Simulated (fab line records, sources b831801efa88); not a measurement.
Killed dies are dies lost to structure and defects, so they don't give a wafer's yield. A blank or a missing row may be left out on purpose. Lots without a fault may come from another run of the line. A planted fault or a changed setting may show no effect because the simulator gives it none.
fab line records | flow sky130
record lots=5 wafers=15 last_day=48
route steps=708 shown LDD_LDN@297 SPACER@304 POLY_CUT@307 SD_P@320 RES_XHIGH@332
lots that met no fault: from a run of the same line without faults
start_h: hours from the record's first day to the start of the lot's first wafer shown | wait_h: hours since the lot's step before | " the same as in the row above | L1.1+2: a row that stands for several wafers | - no value, or no start given | * or withheld: withheld | < > ~ a bound
route shown NAME@n: a module of which the file shows steps, and the number in the route of the first | usual: mean/standard deviation of fault-free wafers | same: alike in all rows | chamber/n: place in a boat | sites: the reading at each site | _std_site: their standard deviation | _edge_site: outer sites' mean less inner sites' | radius_mm: how far each site lies from the wafer's centre | mask NAME#n: copy n | behind: the tool/chamber that last shaped the wafer | hold: why the lot was held/for how many hours/how that ended | device: the transistor (n, p or np) that didn't switch | end of line: the same wafers' tests at the end of the route | a step without rows: its recipe alone | killed: dies lost to structure and defects at the first sort, not the wafer's yield | map: a wafer's dies, x killed, . not, _ none there
set.NAME: the setting as run; set.NAME@STEP: as run at that earlier step | model.NAME: the simulator's own value behind a step, which no gauge read
lots at some steps of the route; a table a step, a row a wafer
services: from which hour (start_h, from the record's first day; less than 0 if before it) a tool's chamber was out of use, for how many hours, and why
## steps
# step SKY_LDD_LDN_IMPLANT_08
# recipe species=As energy_kev=15 dose_cm2=1.25e+13 tilt_deg=withheld rotation_deg=23
# columns lot.wafer tool chamber start_h wait_h
L074.1+2+4 implanter-01 0 531.36 0.0
L078.1+3+5 implanter-01 0 597.36 0.0
L081.1+2+4 implanter-01 0 620.82 0.0
L082.1+4+5 implanter-02 0 621.06 0.0
L087.1+4+5 implanter-02 0 644.16 0.0
# step SKY_LDD_LDN_IMPLANT_09
# recipe species=As energy_kev=15 dose_cm2=1.25e+13 tilt_deg=withheld rotation_deg=113
# columns lot.wafer tool chamber start_h wait_h
L074.1+2+4 implanter-01 0 531.51 0.1
L078.1+3+5 implanter-01 0 597.51 0.1
L081.1+2+4 implanter-01 0 620.97 0.1
L082.1+4+5 implanter-02 0 621.21 0.1
L087.1+4+5 implanter-02 0 644.31 0.1
# step SKY_LDD_LDN_IMPLANT_10
# recipe species=As energy_kev=15 dose_cm2=1.25e+13 tilt_deg=withheld rotation_deg=203
# columns lot.wafer tool chamber start_h wait_h
L074.1+2+4 implanter-01 0 531.66 0.1
L078.1+3+5 implanter-01 0 597.66 0.1
L081.1+2+4 implanter-01 0 621.12 0.1
L082.1+4+5 implanter-02 0 621.36 0.1
L087.1+4+5 implanter-02 0 644.46 0.1
# step SKY_LDD_LDN_IMPLANT_11
# recipe species=As energy_kev=15 dose_cm2=1.25e+13 tilt_deg=withheld rotation_deg=293
# columns lot.wafer tool chamber start_h wait_h
L074.1+2+4 implanter-01 0 531.81 0.1
L078.1+3+5 implanter-01 0 597.81 0.1
L081.1+2+4 implanter-01 0 621.27 0.1
L082.1+4+5 implanter-02 0 621.51 0.1
L087.1+4+5 implanter-02 0 644.61 0.1
# step SKY_LDD_LDN_STRIP_12
# recipe chemistry=O2/N2 power_w=1400 pressure_mtorr=1500 platen_temp_c=withheld o2_flow_sccm=3000 n2_flow_sccm=300 overash_fraction=0.5
# usual drypump_motor_current_A=5.65/0.22 o2_flow_sccm=2999/7.6 oes_product_au=0.715/0.004 strip_time_to_endpoint_s=14.17/0.037
# columns lot.wafer tool chamber start_h wait_h drypump_motor_current_A o2_flow_sccm oes_product_au rf_hours_counter_h strip_time_to_endpoint_s
L074.1 plasma_asher-03 0 531.96 0.1 5.40 3006 0.713 10 14.19
L074.2 " 1 " " 5.87 3005 0.715 10 14.16
L074.4 " 0 " " 5.36 3011 0.718 - 14.23
L078.1 plasma_asher-04 0 597.96 0.1 5.71 2998 0.717 48 14.21
L078.3 " 0 " " 5.71 2994 0.716 - 14.20
L078.5 " 0 " " 5.69 2997 0.719 - 14.18
L081.1 plasma_asher-04 0 621.42 0.1 5.68 2995 0.704 50 14.16
L081.2 " 1 " " 5.29 2998 0.717 50 14.13
L081.4 " 0 " " 5.71 2992 0.715 - 14.16
L082.1 plasma_asher-03 1 621.66 0.1 5.83 3001 0.717 19 14.14
L082.4 " 1 " " 5.83 2990 0.711 - 14.12
L082.5 " 1 " " 5.82 3001 0.719 - 14.16
L087.1 plasma_asher-02 1 644.76 0.1 5.75 2999 0.706 91 14.12
L087.4 " 1 " " 5.75 3000 0.717 - 14.19
L087.5 " 0 " " 5.90 2992 0.714 - 14.13
# step SKY_LDD_LDN_TW_MEAS_13
# usual LDD_LDN_TW=1491/12
# columns lot.wafer tool chamber start_h wait_h LDD_LDN_TW
L074.1 film_metro-02 - 532.06 0.1 1485
L074.2 " - " " 1479
L074.4 " - " " 1484
L078.1 film_metro-04 - 598.06 0.1 1482
L078.3 " - " " 1483
L078.5 " - " " 1486
L081.1 film_metro-01 - 621.52 0.1 1492
L081.2 " - " " 1495
L081.4 " - " " 1495
L082.1 film_metro-02 - 621.76 0.1 1466
L082.4 " - " " 1470
L082.5 " - " " 1464
L087.1 film_metro-02 - 644.86 0.1 1466
L087.4 " - " " 1467
L087.5 " - " " 1459
# step SKY_LDD_LDN_CLEAN_14
# recipe chemistry=SC1/SC2 mix=1:4:20 temp_c=70 time_s=150 dry=n2_spin
# same time_s=150
# columns lot.wafer tool chamber start_h wait_h
L074.1+2+4 wet_bench-01 1 532.12 0.1
L078.1+3+5 wet_bench-01 1 598.12 0.1
L081.1+2+4 wet_bench-02 1 621.58 0.1
L082.1+4+5 wet_bench-01 3 621.82 0.1
L087.1+4+5 wet_bench-02 0 644.92 0.1
# step SKY_SPACER_CVD_00
# recipe material=Si3N4 precursor=DCS/NH3 target_thk_nm=43.1 temp_c=770 time_s=740 pressure_mtorr=250
# same time_s=740
# columns lot.wafer tool chamber start_h wait_h
L074.1+2+4 lpcvd-02 0 532.63 0.5
L078.1+3+5 lpcvd-02 0 598.17 0.0
L081.1+2+4 lpcvd-02 1 622.35 0.7
L082.1+4+5 lpcvd-02 0 622.35 0.5
L087.1+4+5 lpcvd-02 0 646.01 1.0
# step SKY_SPACER_THK_MEAS_01
# recipe reads=Si3N4_of_SPACER_CVD_00
# usual SPACER_CVD_00_THK=43.1/0.34
# columns lot.wafer tool chamber start_h wait_h SPACER_CVD_00_THK[nm]
L074.1 film_metro-03 - 533.84 0.0 43.0
L074.2 " - " " 43.0
L074.4 " - " " 43.1
L078.1 film_metro-01 - 599.38 0.0 43.5
L078.3 " - " " 43.3
L078.5 " - " " 43.6
L081.1 film_metro-03 - 623.56 0.0 42.8
L081.2 " - " " 42.8
L081.4 " - " " 42.2
L082.1 film_metro-02 - 623.56 0.0 43.0
L082.4 " - " " 43.0
L082.5 " - " " 43.5
L087.1 film_metro-03 - 647.21 0.0 42.8
L087.4 " - " " 42.5
L087.5 " - " " 43.1
# step SKY_SPACER_ETCHBACK_02
# recipe chemistry=CH3F/O2 target=Si3N4 stop_on=SiO2 source_w=400 bias_w=80 pressure_mtorr=25 ch3f_flow_sccm=40 O2_flow_sccm=30 time_s=46.7 target_depth_a=450
# usual drypump_motor_current_A=5.5/0.47 oes_product_au=0.855/0.0062 throttle_valve_pct=10.563/0.0093
# same time_s=46.7
# columns lot.wafer tool chamber start_h wait_h drypump_motor_current_A oes_product_au rf_hours_counter_h throttle_valve_pct
L074.1 rie_diel-04 0 533.90 0.1 5.0 0.855 46 10.580
L074.2 " 1 " " 6.3 0.851 49 10.553
L074.4 " 3 " " 5.2 0.858 9 10.565
L078.1 rie_diel-03 0 599.44 0.1 6.3 0.852 15 10.556
L078.3 " 3 " " 5.2 0.855 30 10.576
L078.5 " 1 " " 5.4 0.855 - 10.566
L081.1 rie_diel-01 0 623.62 0.1 5.0 0.861 8 10.561
L081.2 " 1 " " 5.6 0.851 1 10.548
L081.4 " 3 " " 6.0 0.842 3 10.560
L082.1 rie_diel-03 3 623.62 0.1 5.2 0.848 31 10.574
L082.4 " 0 " " 6.3 0.854 15 10.565
L082.5 " 3 " " 5.2 0.862 - 10.575
L087.1 rie_diel-01 2 647.27 0.1 5.6 0.845 1 10.566
L087.4 " 3 " " 5.9 0.848 - 10.562
L087.5 " 0 " " 5.0 0.852 - 10.559
# step SKY_POLY_CUT_DEHYDRATE_00
# recipe temp_c=200 time_s=60
# same time_s=60
# columns lot.wafer tool chamber start_h wait_h
L074.1+2+4 litho_track-04 0 548.12 14.2
L078.1+3+5 litho_track-02 0 613.18 13.7
L081.1+2+4 litho_track-04 0 637.87 14.2
L082.1+4+5 litho_track-02 0 638.23 14.6
L087.1+4+5 litho_track-03 0 660.78 13.5
# step SKY_POLY_CUT_HMDS_01
# recipe prime_time_s=60 prime_temp_c=120
# columns lot.wafer tool chamber start_h wait_h
L074.1+2+4 litho_track-04 0 548.27 0.1
L078.1+3+5 litho_track-02 0 613.33 0.1
L081.1+2+4 litho_track-04 0 638.02 0.1
L082.1+4+5 litho_track-02 0 638.38 0.1
L087.1+4+5 litho_track-03 0 660.93 0.1
# step SKY_POLY_CUT_COAT_02
# recipe resist=BARC temp_c=withheld time_s=withheld spin_rpm=3000 resist_thk_nm=60
# usual spin_speed_rpm=3000.1/1.7
# columns lot.wafer tool chamber start_h wait_h spin_speed_rpm
L074.1 litho_track-04 0 548.42 0.1 2998.2
L074.2 " 0 " " 2998.0
L074.4 " 0 " " 2997.1
L078.1 litho_track-02 0 613.48 0.1 2997.9
L078.3 " 0 " " 3000.4
L078.5 " 0 " " 3001.5
L081.1 litho_track-04 0 638.17 0.1 2998.3
L081.2 " 0 " " 2999.6
L081.4 " 0 " " 2998.5
L082.1 litho_track-02 0 638.53 0.1 2999.8
L082.4 " 0 " " 2999.3
L082.5 " 0 " " 3000.7
L087.1 litho_track-03 0 661.08 0.1 3000.0
L087.4 " 0 " " 3000.1
L087.5 " 0 " " 3002.5
# step SKY_POLY_CUT_COAT_03
# recipe resist=KrF-thick spin_rpm=3000 resist_thk_nm=450
# usual spin_speed_rpm=2999.7/1.9
# columns lot.wafer tool chamber start_h wait_h spin_speed_rpm
L074.1 litho_track-04 0 - - 3000.5
L074.2 " 0 " " 2998.7
L074.4 " 0 " " 3000.6
L078.1 litho_track-02 0 - - 3001.6
L078.3 " 0 " " 2999.9
L078.5 " 0 " " 2999.1
L081.1 litho_track-04 0 - - 2998.4
L081.2 " 0 " " 2999.5
L081.4 " 0 " " 2998.4
L082.1 litho_track-02 0 - - 2999.5
L082.4 " 0 " " 2999.4
L082.5 " 0 " " 2997.7
L087.1 litho_track-03 0 - - 3001.0
L087.4 " 0 " " 3001.7
L087.5 " 0 " " 3002.9
# step SKY_POLY_CUT_SOFTBAKE_04
# recipe temp_c=100 time_s=90 resist=KrF-thick
# same time_s=90
# columns lot.wafer tool chamber start_h wait_h
L074.1+2+4 litho_track-04 0 - -
L078.1+3+5 litho_track-02 0 - -
L081.1+2+4 litho_track-04 0 - -
L082.1+4+5 litho_track-02 0 - -
L087.1+4+5 litho_track-03 0 - -
# step SKY_POLY_CUT_EXPOSE_05
# recipe mask_id=NPCM na=0.8 source_shape=annular sigma_inner=0.55 sigma_outer=0.85 target_cd_nm=270 dose_mj=32
# same sigma_inner=0.55 sigma_outer=0.85
# columns lot.wafer tool chamber start_h wait_h mask
L074.1+2+4 krf_scanner-01 0 - - NPCM#0
L078.1+3+5 krf_scanner-01 0 - - NPCM#0
L081.1+2+4 krf_scanner-01 0 - - NPCM#0
L082.1+4+5 krf_scanner-02 0 - - NPCM#0
L087.1+4+5 krf_scanner-02 0 - - NPCM#0
# step SKY_POLY_CUT_PEB_06
# recipe peb_temp_c=withheld peb_time_s=withheld resist=KrF-thick
# columns lot.wafer tool chamber start_h wait_h
L074.1+2+4 litho_track-04 0 - -
L078.1+3+5 litho_track-04 0 - -
L081.1+2+4 litho_track-04 0 - -
L082.1+4+5 litho_track-02 0 - -
L087.1+4+5 litho_track-04 0 - -
# step SKY_POLY_CUT_DEVELOP_07
# recipe develop_time_s=60 resist=KrF-thick dev_temp_c=21
# columns lot.wafer tool chamber start_h wait_h
L074.1+2+4 litho_track-04 0 - -
L078.1+3+5 litho_track-04 0 - -
L081.1+2+4 litho_track-04 0 - -
L082.1+4+5 litho_track-02 0 - -
L087.1+4+5 litho_track-04 0 - -
# step SKY_POLY_CUT_CD_MEAS_08
# recipe target_cd_nm=270
# usual cd_nm=269.8/1.5
# columns lot.wafer tool chamber start_h wait_h cd_nm
L074.1 cd_sem-01 - 563.92 - 270.8
L074.2 " - " " 269.2
L074.4 " - " " 269.8
L078.1 cd_sem-01 - 628.37 - 268.5
L078.3 " - " " 268.8
L078.5 " - " " 268.0
L081.1 cd_sem-01 - 653.27 - 269.9
L081.2 " - " " 271.6
L081.4 " - " " 270.7
L082.1 cd_sem-01 - 653.58 - 269.8
L082.4 " - " " 270.1
L082.5 " - " " 271.2
L087.1 cd_sem-02 - 675.92 - 270.4
L087.4 " - " " 270.4
L087.5 " - " " 269.5
# step SKY_POLY_CUT_OVL_MEAS_09
# usual POLY_CUT_OVL=3/5.6
# columns lot.wafer tool chamber start_h wait_h POLY_CUT_OVL[nm]
L074.1 overlay-01 - 564.04 0.1 -5
L074.2 " - " " 2
L074.4 " - " " 2
L078.1 overlay-02 - 628.49 0.1 10
L078.3 " - " " 7
L078.5 " - " " 5
L081.1 overlay-01 - 653.39 0.1 -3
L081.2 " - " " 0
L081.4 " - " " 8
L082.1 overlay-01 - 653.70 0.1 1
L082.4 " - " " -5
L082.5 " - " " 1
L087.1 overlay-01 - 676.04 0.1 6
L087.4 " - " " 12
L087.5 " - " " 8
# step SKY_POLY_CUT_ETCH_10
# recipe chemistry=N2/H2 target=BARC ion_energy_ev=200 source_w=500 bias_w=100 pressure_mtorr=30 n2_flow_sccm=100 h2_flow_sccm=200 stop_on=SiO2 time_s=45.9 target_depth_a=600
# usual drypump_motor_current_A=5.7/0.59 oes_product_au=0.855/0.0047 throttle_valve_pct=13.224/0.0092
# same time_s=45.9
# columns lot.wafer tool chamber start_h wait_h drypump_motor_current_A oes_product_au rf_hours_counter_h throttle_valve_pct
L074.1 rie_diel-04 1 564.08 0.0 6.3 0.844 50 13.240
L074.2 " 0 " " 5.0 0.854 46 13.231
L074.4 " 2 " " 5.0 0.862 3 13.244
L078.1 rie_diel-04 2 628.53 0.0 5.0 0.853 4 13.228
L078.3 " 1 " " 6.3 0.854 51 13.219
L078.5 " 3 " " 5.2 0.853 - 13.231
L081.1 rie_diel-01 0 653.43 0.0 5.0 0.854 8 13.217
L081.2 " 2 " " 5.7 0.854 2 13.221
L081.4 " 0 " " 5.0 0.853 - 13.224
L082.1 rie_diel-04 2 653.74 0.0 5.0 0.857 4 13.223
L082.4 " 1 " " 6.3 0.855 52 13.220
L082.5 " 1 " " 6.3 0.855 - 13.234
L087.1 rie_diel-02 3 676.08 0.0 6.8 0.854 8 13.228
L087.4 " 0 " " 6.3 0.852 10 13.224
L087.5 " 2 " " 5.5 0.851 - 13.225
# step SKY_POLY_CUT_ETCH_11
# recipe target=Si3N4 chemistry=CF4/CH2F2/Ar stop_on=poly-Si source_w=600 bias_w=150 pressure_mtorr=40 cf4_flow_sccm=40 ch2f2_flow_sccm=20 Ar_flow_sccm=150 time_s=42.5 target_depth_a=600
# usual drypump_motor_current_A=5.7/0.59 oes_product_au=0.832/0.0059 throttle_valve_pct=14.994/0.0097
# same time_s=42.5
# columns lot.wafer tool chamber start_h wait_h drypump_motor_current_A oes_product_au rf_hours_counter_h throttle_valve_pct
L074.1 rie_diel-04 1 564.12 0.0 6.3 0.830 50 14.982
L074.2 " 0 " " 5.0 0.822 46 14.986
L074.4 " 2 " " 5.0 0.825 3 14.999
L078.1 rie_diel-04 2 628.57 0.0 5.0 0.826 4 14.990
L078.3 " 1 " " 6.3 0.821 51 14.995
L078.5 " 3 " " 5.2 0.835 - 14.988
L081.1 rie_diel-01 0 653.47 0.0 5.0 0.838 8 14.998
L081.2 " 2 " " 5.6 0.836 2 14.994
L081.4 " 0 " " 5.0 0.839 - 15.004
L082.1 rie_diel-04 2 653.78 0.0 5.0 0.828 4 14.989
L082.4 " 1 " " 6.3 0.834 52 14.996
L082.5 " 1 " " 6.3 0.840 - 14.998
L087.1 rie_diel-02 3 676.12 0.0 6.8 0.833 8 14.993
L087.4 " 0 " " 6.3 0.830 10 15.007
L087.5 " 2 " " 5.5 0.832 - 14.984
# step SKY_POLY_CUT_STRIP_12
# recipe chemistry=O2/N2 power_w=1400 pressure_mtorr=1500 platen_temp_c=withheld o2_flow_sccm=3000 n2_flow_sccm=300 overash_fraction=0.5
# usual drypump_motor_current_A=5.7/0.31 o2_flow_sccm=3000/9.5 oes_product_au=0.452/0.0051 strip_time_to_endpoint_s=5.353/0.016
# columns lot.wafer tool chamber start_h wait_h drypump_motor_current_A o2_flow_sccm oes_product_au rf_hours_counter_h strip_time_to_endpoint_s
L074.1 plasma_asher-01 0 564.16 0.0 6.3 2982 0.446 72 5.340
L074.2 " 1 " " 5.8 2994 0.465 72 5.339
L074.4 " 0 " " 6.3 3004 0.445 - 5.320
L078.1 plasma_asher-01 1 628.61 0.0 5.8 3001 0.451 78 5.332
L078.3 " 1 " " 5.8 2998 0.461 - 5.350
L078.5 " 0 " " 6.3 2998 0.443 - 5.331
L081.1 plasma_asher-04 1 653.51 0.0 5.3 2995 0.439 53 5.320
L081.2 " 0 " " 5.7 3004 0.448 53 5.323
L081.4 " 1 " " 5.3 3000 0.446 - 5.348
L082.1 plasma_asher-01 0 653.82 0.0 6.3 3004 0.448 80 5.359
L082.4 " 0 " " 6.3 3003 0.462 - 5.358
L082.5 " 1 " " 5.8 3003 0.459 - 5.364
L087.1 plasma_asher-01 1 676.16 0.0 5.8 2996 0.456 82 5.332
L087.4 " 1 " " 5.8 2999 0.451 - 5.363
L087.5 " 0 " " 6.3 2996 0.453 - 5.357
# step SKY_SD_P_DEHYDRATE_00
# recipe temp_c=200 time_s=60
# same time_s=60
# columns lot.wafer tool chamber start_h wait_h
L074.1+2+4 litho_track-01 0 579.03 14.8
L078.1+3+5 litho_track-04 0 642.82 14.2
L081.1+2+4 litho_track-01 0 666.88 13.3
L082.1+4+5 litho_track-01 0 668.28 14.4
L087.1+4+5 litho_track-04 0 689.42 13.2
# step SKY_SD_P_HMDS_01
# recipe prime_time_s=60 prime_temp_c=120
# columns lot.wafer tool chamber start_h wait_h
L074.1+2+4 litho_track-01 0 579.18 0.1
L078.1+3+5 litho_track-04 0 642.97 0.1
L081.1+2+4 litho_track-01 0 667.03 0.1
L082.1+4+5 litho_track-01 0 668.43 0.1
L087.1+4+5 litho_track-04 0 689.57 0.1
# step SKY_SD_P_COAT_02
# recipe resist=NOVOLAK spin_rpm=3000 resist_thk_nm=1140
# usual spin_speed_rpm=3000.0/1.9
# columns lot.wafer tool chamber start_h wait_h spin_speed_rpm
L074.1 litho_track-01 0 579.33 0.1 3002.6
L074.2 " 0 " " 3001.6
L074.4 " 0 " " 3002.8
L078.1 litho_track-04 0 643.12 0.1 2999.1
L078.3 " 0 " " 2999.0
L078.5 " 0 " " 2997.4
L081.1 litho_track-01 0 667.18 0.1 3000.0
L081.2 " 0 " " 2999.6
L081.4 " 0 " " 3000.5
L082.1 litho_track-01 0 668.58 0.1 2999.8
L082.4 " 0 " " 2998.5
L082.5 " 0 " " 3000.7
L087.1 litho_track-04 0 689.72 0.1 3001.5
L087.4 " 0 " " 3001.1
L087.5 " 0 " " 3002.7
# step SKY_SD_P_SOFTBAKE_03
# recipe temp_c=90 time_s=60 resist=NOVOLAK
# same time_s=60
# columns lot.wafer tool chamber start_h wait_h
L074.1+2+4 litho_track-01 0 579.48 0.1
L078.1+3+5 litho_track-04 0 643.27 0.1
L081.1+2+4 litho_track-01 0 667.33 0.1
L082.1+4+5 litho_track-01 0 668.73 0.1
L087.1+4+5 litho_track-04 0 689.87 0.1
# step SKY_SD_P_EXPOSE_04
# recipe mask_id=PSDM na=0.6 source_shape=conventional sigma_outer=0.6 polarization=unpolarized target_cd_nm=380 dose_mj=138
# same sigma_outer=0.6
# columns lot.wafer tool chamber start_h wait_h mask
L074.1+2+4 iline_stepper-02 0 - - PSDM#0
L078.1+3+5 iline_stepper-02 0 - - PSDM#0
L081.1+2+4 iline_stepper-02 0 - - PSDM#0
L082.1+4+5 iline_stepper-01 0 - - PSDM#0
L087.1+4+5 iline_stepper-01 0 - - PSDM#0
# step SKY_SD_P_PEB_05
# recipe temp_c=withheld time_s=* resist=NOVOLAK
# same time_s=*
# columns lot.wafer tool chamber start_h wait_h
L074.1+2+4 litho_track-03 0 - -
L078.1+3+5 litho_track-01 0 - -
L081.1+2+4 litho_track-01 0 - -
L082.1+4+5 litho_track-03 0 - -
L087.1+4+5 litho_track-01 0 - -
# step SKY_SD_P_DEVELOP_06
# recipe resist=NOVOLAK developer=TMAH develop_time_s=60 dev_temp_c=23
# columns lot.wafer tool chamber start_h wait_h
L074.1+2+4 litho_track-03 0 593.68 0.1
L078.1+3+5 litho_track-01 0 657.43 0.1
L081.1+2+4 litho_track-01 0 681.43 0.1
L082.1+4+5 litho_track-03 0 683.03 0.1
L087.1+4+5 litho_track-01 0 703.83 0.1
# step SKY_SD_P_CD_MEAS_07
# recipe target_cd_nm=380
# usual cd_nm=380.8/2.9
# columns lot.wafer tool chamber start_h wait_h cd_nm
L074.1 cd_sem-01 - 593.83 0.1 383.0
L074.2 " - " " 380.0
L074.4 " - " " 380.9
L078.1 cd_sem-01 - 657.58 0.1 382.3
L078.3 " - " " 381.5
L078.5 " - " " 379.4
L081.1 cd_sem-01 - 681.58 0.1 383.2
L081.2 " - " " 383.2
L081.4 " - " " 384.3
L082.1 cd_sem-01 - 683.18 0.1 378.8
L082.4 " - " " 377.6
L082.5 " - " " 378.6
L087.1 cd_sem-01 - 703.98 0.1 382.5
L087.4 " - " " 382.0
L087.5 " - " " 383.4
# step SKY_SD_P_OVL_MEAS_08
# usual SD_P_OVL=-0.6/1.4
# columns lot.wafer tool chamber start_h wait_h SD_P_OVL[nm]
L074.1 overlay-01 - 593.95 0.1 -1.4
L074.2 " - " " -2.2
L074.4 " - " " -2.5
L078.1 overlay-02 - 657.70 0.1 -0.7
L078.3 " - " " -2.5
L078.5 " - " " -1.3
L081.1 overlay-02 - 681.70 0.1 0.8
L081.2 " - " " 0.3
L081.4 " - " " 2.8
L082.1 overlay-01 - 683.30 0.1 0.7
L082.4 " - " " 0.7
L082.5 " - " " 0.2
L087.1 overlay-02 - 704.10 0.1 1.4
L087.4 " - " " 0.3
L087.5 " - " " -0.5
# step SKY_SD_P_IMPLANT_09
# recipe species=BF2 energy_kev=20 dose_cm2=3e+15 tilt_deg=0
# columns lot.wafer tool chamber start_h wait_h
L074.1+2+4 implanter-01 0 593.99 0.0
L078.1+3+5 implanter-03 0 657.73 0.0
L081.1+2+4 implanter-02 0 681.73 0.0
L082.1+4+5 implanter-03 0 683.34 0.0
L087.1+4+5 implanter-03 0 704.13 0.0
# step SKY_SD_P_STRIP_10
# recipe chemistry=O2/N2 power_w=1400 pressure_mtorr=1500 platen_temp_c=withheld o2_flow_sccm=3000 n2_flow_sccm=300 overash_fraction=0.5
# usual drypump_motor_current_A=5.9/0.31 o2_flow_sccm=3000/9.4 oes_product_au=0.617/0.0049 strip_time_to_endpoint_s=17.49/0.039
# columns lot.wafer tool chamber start_h wait_h drypump_motor_current_A o2_flow_sccm oes_product_au rf_hours_counter_h strip_time_to_endpoint_s
L074.1 plasma_asher-01 0 594.14 0.1 6.3 3008 0.622 75 17.54
L074.2 " 1 " " 5.8 2999 0.624 75 17.53
L074.4 " 0 " " 6.3 3011 0.619 - 17.53
L078.1 plasma_asher-01 0 657.88 0.1 6.3 2990 0.617 81 17.52
L078.3 " 0 " " 6.3 3013 0.619 - 17.53
L078.5 " 1 " " 5.8 2992 0.610 - 17.51
L081.1 plasma_asher-01 0 681.88 0.1 6.3 3000 0.621 83 17.55
L081.2 " 1 " " 5.8 2999 0.622 83 17.54
L081.4 " 1 " " 5.8 3004 0.610 - 17.53
L082.1 plasma_asher-03 1 683.49 0.1 5.8 2997 0.625 25 17.51
L082.4 " 0 " " 5.4 2998 0.613 - 17.54
L082.5 " 1 " " 5.9 3003 0.609 - 17.46
L087.1 plasma_asher-03 1 704.28 0.1 5.8 3007 0.618 27 17.50
L087.4 " 1 " " 5.8 2989 0.623 - 17.50
L087.5 " 1 " " 5.9 3016 0.624 - 17.55
# step SKY_SD_P_TW_MEAS_11
# usual SD_P_TW=2831/22
# columns lot.wafer tool chamber start_h wait_h SD_P_TW
L074.1 film_metro-02 - 594.24 0.1 2821
L074.2 " - " " 2826
L074.4 " - " " 2830
L078.1 film_metro-04 - 657.98 0.1 2845
L078.3 " - " " 2859
L078.5 " - " " 2856
L081.1 film_metro-04 - 681.98 0.1 2841
L081.2 " - " " 2848
L081.4 " - " " 2856
L082.1 film_metro-02 - 683.59 0.1 2814
L082.4 " - " " 2809
L082.5 " - " " 2819
L087.1 film_metro-04 - 704.38 0.1 2866
L087.4 " - " " 2866
L087.5 " - " " 2856
# step SKY_RES_XHIGH_DEHYDRATE_00
# recipe temp_c=200 time_s=60
# same time_s=60
# columns lot.wafer tool chamber start_h wait_h
L074.1+2+4 litho_track-03 0 608.53 14.3
L078.1+3+5 litho_track-03 0 671.98 14.0
L081.1+2+4 litho_track-03 0 695.53 13.5
L082.1+4+5 litho_track-03 0 696.73 13.1
L087.1+4+5 litho_track-03 0 717.58 13.2
# step SKY_RES_XHIGH_HMDS_01
# recipe prime_time_s=60 prime_temp_c=120
# columns lot.wafer tool chamber start_h wait_h
L074.1+2+4 litho_track-03 0 608.68 0.1
L078.1+3+5 litho_track-03 0 672.13 0.1
L081.1+2+4 litho_track-03 0 695.68 0.1
L082.1+4+5 litho_track-03 0 696.88 0.1
L087.1+4+5 litho_track-03 0 717.73 0.1
# step SKY_RES_XHIGH_COAT_02
# recipe resist=NOVOLAK spin_rpm=3000 resist_thk_nm=1140
# usual spin_speed_rpm=3000.1/2
# columns lot.wafer tool chamber start_h wait_h spin_speed_rpm
L074.1 litho_track-03 0 608.83 0.1 3001.0
L074.2 " 0 " " 3002.2
L074.4 " 0 " " 3005.0
L078.1 litho_track-03 0 672.28 0.1 3001.7
L078.3 " 0 " " 2998.5
L078.5 " 0 " " 3000.0
L081.1 litho_track-03 0 695.83 0.1 3003.0
L081.2 " 0 " " 2997.2
L081.4 " 0 " " 2999.6
L082.1 litho_track-03 0 697.03 0.1 2998.8
L082.4 " 0 " " 3000.4
L082.5 " 0 " " 2998.4
L087.1 litho_track-03 0 717.88 0.1 2998.1
L087.4 " 0 " " 2999.5
L087.5 " 0 " " 2996.7
# step SKY_RES_XHIGH_SOFTBAKE_03
# recipe temp_c=90 time_s=60 resist=NOVOLAK
# same time_s=60
# columns lot.wafer tool chamber start_h wait_h
L074.1+2+4 litho_track-03 0 608.98 0.1
L078.1+3+5 litho_track-03 0 672.43 0.1
L081.1+2+4 litho_track-03 0 695.98 0.1
L082.1+4+5 litho_track-03 0 697.18 0.1
L087.1+4+5 litho_track-03 0 718.03 0.1
# step SKY_RES_XHIGH_EXPOSE_04
# recipe mask_id=URPM na=0.6 source_shape=conventional sigma_outer=0.6 polarization=unpolarized target_cd_nm=1270 dose_mj=140
# same sigma_outer=0.6
# columns lot.wafer tool chamber start_h wait_h mask
L074.1+2+4 iline_stepper-01 0 - - URPM#0
L078.1+3+5 iline_stepper-02 0 - - URPM#0
L081.1+2+4 iline_stepper-01 0 - - URPM#0
L082.1+4+5 iline_stepper-01 0 - - URPM#0
L087.1+4+5 iline_stepper-02 0 - - URPM#0
# step SKY_RES_XHIGH_PEB_05
# recipe temp_c=withheld time_s=* resist=NOVOLAK
# same time_s=*
# columns lot.wafer tool chamber start_h wait_h
L074.1+2+4 litho_track-01 0 - -
L078.1+3+5 litho_track-03 0 - -
L081.1+2+4 litho_track-01 0 - -
L082.1+4+5 litho_track-01 0 - -
L087.1+4+5 litho_track-01 0 - -
# step SKY_RES_XHIGH_DEVELOP_06
# recipe resist=NOVOLAK developer=TMAH develop_time_s=60 dev_temp_c=23
# columns lot.wafer tool chamber start_h wait_h
L074.1+2+4 litho_track-01 0 622.63 0.1
L078.1+3+5 litho_track-03 0 685.73 0.1
L081.1+2+4 litho_track-01 0 709.88 0.1
L082.1+4+5 litho_track-01 0 710.83 0.1
L087.1+4+5 litho_track-01 0 731.83 0.1
# step SKY_RES_XHIGH_IMPLANT_07
# recipe species=BF2 energy_kev=20 dose_cm2=3.6e+14 tilt_deg=0
# columns lot.wafer tool chamber start_h wait_h
L074.1+2+4 implanter-04 0 622.78 0.1
L078.1+3+5 implanter-04 0 685.88 0.1
L081.1+2+4 implanter-03 0 710.03 0.1
L082.1+4+5 implanter-03 0 710.98 0.1
L087.1+4+5 implanter-03 0 731.98 0.1
## services
# columns tool chamber start_h hours kind
plasma_asher-01 - 517.09 3.4 repair
plasma_asher-01 - 519.06 8.1 repair
iline_stepper-02 - 520.03 10.5 repair
implanter-02 - 555.19 5.6 pm
rie_diel-04 - 559.06 2.8 pm
lpcvd-02 - 564.35 0.3 repair
implanter-02 - 594.26 4.9 repair
plasma_asher-01 - 610.32 2.5 repair
iline_stepper-01 - 612.59 8.4 repair
plasma_asher-01 - 634.12 0.9 repair
rie_diel-01 3 642.77 3.9 repair
rie_diel-01 1 644.95 22.2 repair
rie_diel-04 2 645.78 6.6 repair
implanter-03 - 648.87 2.4 pm
iline_stepper-02 - 649.14 1.7 pm
plasma_asher-01 - 655.81 1.4 repair
iline_stepper-01 - 677.54 1.7 pm
implanter-01 - 681.56 3.1 pm
implanter-02 - 681.88 4.3 pm
iline_stepper-02 - 684.24 1.5 repair
rie_diel-01 1 692.43 2.7 repair
plasma_asher-03 - 692.89 1.5 repair
iline_stepper-02 - 701.69 6.7 repair
lpcvd-02 - 705.36 1.4 repair
## key
fault none
